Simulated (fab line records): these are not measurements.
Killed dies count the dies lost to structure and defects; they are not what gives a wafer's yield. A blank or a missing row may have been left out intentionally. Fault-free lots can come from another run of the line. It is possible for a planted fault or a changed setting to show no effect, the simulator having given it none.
The tool behind it: which one?	flow sky130	36 wafers from 12 lots sampled at 3 of the route's 708 steps

## WHAT THE GAUGES SHOWED, per wafer
SKY_FIELD_ISO_BOW_MEAS_00. Usual: INCOMING_BOW typically reads 0 um, with standard deviation 6.3.
lot	measured	on	INCOMING_BOW (um)	flag
L231	day 1 10:00	film metro-02	1 -5 -2	
L242	day 3 17:00	film metro-04	2 -12 -5	
L243	day 3 22:00	film metro-02	0 5 -7	
L244	day 4 03:02	film metro-03	4 -3 6	
L245	day 4 08:00	film metro-04	-2 3 0	
L246	day 4 13:01	film metro-02	0 -4 -1	
L247	day 4 18:00	film metro-04	-3 1 8	
L250	day 5 09:00	film metro-03	-7 4 6	
L251	day 5 14:00	film metro-04	5 9 9	
L252	day 5 19:00	film metro-03	4 6 -13	
L253	day 6 00:00	film metro-02	6 14 -8	
L254	day 6 05:01	film metro-02	-4 7 2	

SKY_FIELD_ISO_THK_MEAS_02. Usual: FIELD_ISO_OXIDATION_00_THK typically reads 12.13 nm, with standard deviation 0.21.
lot	measured	on	FIELD_ISO_OXIDATION_00_THK (nm)	flag
L231	day 1 12:11	film metro-03	11.86 11.93 11.98	
L242	day 3 20:55	film metro-04	15.77 15.60 15.59	OFF
L243	day 4 01:14	film metro-04	15.21 15.39 15.19	OFF
L244	day 4 04:39	film metro-02	12.30 12.01 12.10	
L245	day 4 09:38	film metro-02	12.11 12.10 12.10	
L246	day 4 14:59	film metro-02	12.16 12.01 12.06	
L247	day 4 19:38	film metro-02	12.35 12.46 12.47	
L250	day 5 11:31	film metro-03	12.46 12.06 12.21	
L251	day 5 17:15	film metro-03	12.55 12.53 12.28	
L252	day 5 20:38	film metro-03	12.20 12.24 12.13	
L253	day 6 01:44	film metro-03	11.95 12.10 11.91	
L254	day 6 06:38	film metro-03	12.15 12.10 12.07	

SKY_PWDE_OVL_MEAS_07. Usual: PWDE_OVL typically reads -0.3 nm, with standard deviation 1.4.
lot	measured	on	PWDE_OVL (nm)	flag
L231	day 3 19:39	overlay-01	0.4 -1.5 -2.3	
L242	day 6 12:57	overlay-01	-2.7 -1.5 -1.8	
L243	day 6 18:29	overlay-02	-2.5 0.5 -1.2	
L244	day 7 01:04	overlay-01	-2.5 -1.0 0.0	
L245	day 7 06:45	overlay-02	1.5 1.8 0.0	
L246	day 7 05:48	overlay-01	1.3 -1.2 -0.6	
L247	day 7 13:15	overlay-01	-0.6 -1.0 -1.1	
L250	day 8 08:24	overlay-02	-0.9 -0.5 -0.3	
L251	day 8 12:51	overlay-02	1.2 0.8 -0.1	
L252	day 8 19:24	overlay-02	2.2 2.4 -0.1	
L253	day 9 01:24	overlay-01	0.6 0.8 1.8	
L254	day 9 05:55	overlay-02	-3.6 -1.9 -0.1	

## WHICH TOOL RAN EACH LOT (tool, then ch and the chambers of the sampled wafers, then the start)
Before these readings, the record contains no process step.

## WHAT THE TOOLS THEMSELVES READ (means of the sampled wafers that have a number; where no wafer has one, the mark that the record gives instead)
The record holds no such reading with a usual standard deviation.

## THE ANSWER, worked out from the rows above alone
Rule: a lot is off if the mean of its wafers that have a number lies more than 3 standard deviations from the usual mean. Also off: a lot with no number at a reading for which 4 or more lots have one. Where the step has rows for the other lots, those lots are counted as sound. First the gauges in route order, then the tools' own readings, where a lot's mean is used as printed above. The first step at which some lot is off is used, and at that step the reading that is off furthest; a lot without a number counts as furthest.
Off: at SKY_FIELD_ISO_THK_MEAS_02 (FIELD_ISO_OXIDATION_00_THK), L242, L243.
If a tool, at a process step before that reading, ran all the lots that are off and no sound lot after the first of them, it fits. Gauges at SKY_FIELD_ISO_THK_MEAS_02: tried the same way as those tools. One candidate fits, namely film metro-04 at SKY_FIELD_ISO_THK_MEAS_02. It ran no sound lot before its first lot that is off in this sample, so the start can't be narrowed down.

## WHAT HAD BEEN PUT IN BY THE SIMULATOR
Metrology matching offset: film metro-04, from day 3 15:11 on, at SKY_FIELD_ISO_THK_MEAS_02. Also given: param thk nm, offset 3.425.
Lots struck among those shown: L242, L243. The rule above found the same.
